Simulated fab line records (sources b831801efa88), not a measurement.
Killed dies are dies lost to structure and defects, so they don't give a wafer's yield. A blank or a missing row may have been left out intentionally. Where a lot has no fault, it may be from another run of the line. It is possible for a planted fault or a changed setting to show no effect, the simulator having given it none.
Comparing a struck lot with a sound one -- flow sfq line -- 18 steps out of a route of 325
Sound: these wafers, L569.2, L569.3, L569.6. Wafers struck: L576.1, L576.4, L576.6. At the end, the cause is stated.
At each step with rows: each side's tool, then ch and its chambers, then its first start. Under that, the readings that differ: sound wafers -- struck wafers -- difference of the means -- sigmas: that difference in standard deviations of wafers without a fault.
alike: a reading whose means differ by less than 2 such deviations, as well as words and numbers matching on both sides. not compared: withheld readings; readings where some wafer has no value; bounds like >300 that might hide an equal value; numbers whose values overlap and for which the record gives no deviation.
A row with sigmas, a row that says differs or no value, or rows on one side alone: a step with any of these is where the two part. Non-overlapping numbers with no deviation appear without sigmas and do not part them. A reading that every wafer of one side lacks parts them only if that side has two wafers or more.

SFQ_I0_OVL_MEAS_908:
  sound: overlay-01 at day 18 18:26; struck: overlay-01 at day 22 03:47
  alike: I0_OVL
SFQ_TRILAYER_I0_VIA_BARC_OPEN_VIA_ETCH_046: etches BARC in O2, target depth 125 nm, time 41.7 s.
  sound on rie diel-03 ch 1,3, day 18 18:28; struck on rie diel-03 ch 1,3, day 22 03:50
  alike: drypump motor current A, oes product au
  not compared: rf hours counter h
SFQ_TRILAYER_I0_VIA_ETCH_VIA_ETCH_034: etches SiO2 in CHF3, stops on Nb, target depth 260 nm.
  sound on rie diel-03 ch 1,3, day 18 18:32; struck on rie diel-03 ch 1,3, day 22 03:52
  alike: drypump motor current A, oes product au
SFQ_TRILAYER_I0_VIA_STRIP_STRIP_035: strips in O2.
  sound on rie metal-03 ch 0,1, day 18 18:42; struck on rie metal-01 ch 0,1, day 22 03:59
  alike: drypump motor current A, oes product au
  not compared: rf hours counter h
then, 2 steps without rows for these wafers: SFQ_TRILAYER_I0_VIA_STRIP_SOLV_CLEAN_036 (cleans in NMP, time 600 s); SFQ_TRILAYER_M1_DEP_PRE_CLEAN_038 (time 22.5 s).
SFQ_TRILAYER_M1_DEP_SPUTTER_037: material Nb, target thk 200 nm, time 133.3 s.
  sound: pvd sputter-04 at day 18 19:30; struck: pvd sputter-04 at day 22 04:48
  alike: throttle valve pct
SFQ_M1_RS_MEAS_909: measurement is done with a four-point probe.
  sound: film metro-03 at day 18 19:37; struck: film metro-04 at day 22 04:53
  alike: M1_NB_RS
then, 3 steps without rows for these wafers: SFQ_TRILAYER_M1_LITHO_COAT_044 (resist thk 62 nm); SFQ_TRILAYER_M1_LITHO_COAT_039 (resist thk 600 nm); SFQ_TRILAYER_M1_LITHO_SOFTBAKE_043.
-- the record jumps here: 5 days lie between the struck wafers' starts before and after --
SFQ_TRILAYER_M1_LITHO_EXPOSE_040: exposes mask M1, target cd 500 nm.
  sound on krf scanner-01 ch 0, day 25 16:27; struck on krf scanner-01 ch 0, day 26 23:34
reading,sound,struck,difference,sigmas
exposure dose mJ cm2,14.393 14.398 14.401,14.855 14.853 14.867,+0.461,+27
  alike: mask
then, 2 steps without rows for these wafers: SFQ_TRILAYER_M1_LITHO_PEB_042 (peb time 60 s); SFQ_TRILAYER_M1_LITHO_DEVELOP_041 (time 60 s).
SFQ_M1_OVL_MEAS_911:
  sound: overlay-01 at day 25 17:46; struck: overlay-01 at day 27 01:04
  alike: M1_OVL
SFQ_TRILAYER_M1_BARC_OPEN_METAL_ETCH_054: etches BARC in O2, target depth 125 nm, time 41.7 s.
  sound on rie metal-03 ch 0,1, day 25 17:47; struck on rie metal-03 ch 0, day 27 01:07
reading,sound,struck,difference,sigmas
model.M1.cd nm (nm),497.5 497.3 496.6,495.5 495.5 494,-2.1,
  alike: drypump motor current A, oes product au
  not compared: rf hours counter h
SFQ_TRILAYER_M1_ETCH_METAL_ETCH_042: etches Nb in Cl2/Ar, stops on SiO2, target depth 240 nm, time 120 s.
  sound on rie metal-03 ch 0,1, day 25 17:51; struck on rie metal-03 ch 0, day 27 01:10
  alike: drypump motor current A, oes product au
  not compared: rf hours counter h, model.M1.cd nm
SFQ_TRILAYER_M1_STRIP_STRIP_043: strips in O2.
  sound on rie metal-03 ch 0,1, day 25 17:59; struck on rie metal-03 ch 0, day 27 01:17
reading,sound,struck,difference,sigmas
oes product au (a.u.),0.986 0.987 0.981,0.998 1.004 1.005,+0.018,+2
  alike: drypump motor current A
  not compared: rf hours counter h

== WHERE THEY PART ==
At SFQ_TRILAYER_M1_LITHO_EXPOSE_040 first; at SFQ_TRILAYER_M1_STRIP_STRIP_043 last (within this record only).

WHY: the cause the simulator had injected
Process parameters drifting: krf scanner-01 at SFQ_TRILAYER_M1_LITHO_EXPOSE_040, beginning at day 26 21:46. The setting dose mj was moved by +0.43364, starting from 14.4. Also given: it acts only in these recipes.
